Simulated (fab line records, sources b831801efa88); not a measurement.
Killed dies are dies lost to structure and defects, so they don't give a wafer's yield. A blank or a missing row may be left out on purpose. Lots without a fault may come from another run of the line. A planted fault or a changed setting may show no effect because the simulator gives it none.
Chamber matching | flow gf180mcu | GF_PASSIVATION_ETCH_11 on rie_diel-01: 4 sister chambers
The step etches the open film in CF4/O2, stops on TiN, target depth 2040 nm, time 453.3 s. 8 wafers are shown with their chamber, then 8 later ones without.

WAFERS WITH THEIR CHAMBER
wafer  | chamber | drypump_motor_current_A (A) | oes_product_au (a.u.)
L079.3 | 0       | 5.75                        | 0.992
L084.1 | 1       | 6.06                        | 0.997
L084.3 | 2       | 6.03                        | 0.986
L084.4 | 0       | 5.75                        | 0.990
L085.1 | 1       | 6.04                        | 1.000
L085.4 | 3       | 5.72                        | 0.970
L085.5 | 3       | 5.72                        | 0.972
L091.1 | 2       | 6.03                        | 0.987

WAFERS WITHOUT THEIR CHAMBER
wafer  | drypump_motor_current_A (A) | oes_product_au (a.u.)
L091.5 | 6.02                        | 0.997
L091.6 | 5.72                        | 0.975
L094.1 | 5.71                        | 0.970
L094.4 | 6.04                        | 0.990
L094.6 | 6.04                        | 0.995
L095.1 | 6.07                        | 1.001
L095.4 | 5.71                        | 0.977
L095.5 | 5.77                        | 0.990

WHICH CHAMBER EACH WENT THROUGH
wafer  | from the rows above | in truth
L091.5 | 1                   | 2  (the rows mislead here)
L091.6 | 3                   | 3
L094.1 | 3                   | 3
L094.4 | 2                   | 2
L094.6 | 1                   | 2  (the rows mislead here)
L095.1 | 1                   | 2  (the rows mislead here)
L095.4 | 3                   | 3
L095.5 | 0                   | 0
Placed correctly: 5 of 8. Can't be placed from these rows: 0. Placed wrongly: 3.
How it was worked out, from the rows above alone: a wafer's distance from a chamber is the root of the sum, over the readings, of the square of ((its reading less the chamber's mean) divided by the reading's scatter). The wafer belongs to the nearest chamber; if the next one is less than 2 further off, it can't be placed. A chamber's mean is the mean of its shown wafers. The scatter: the root of (the sum of the squares of (reading less its chamber's mean) over the shown wafers, divided by (wafers less chambers)).
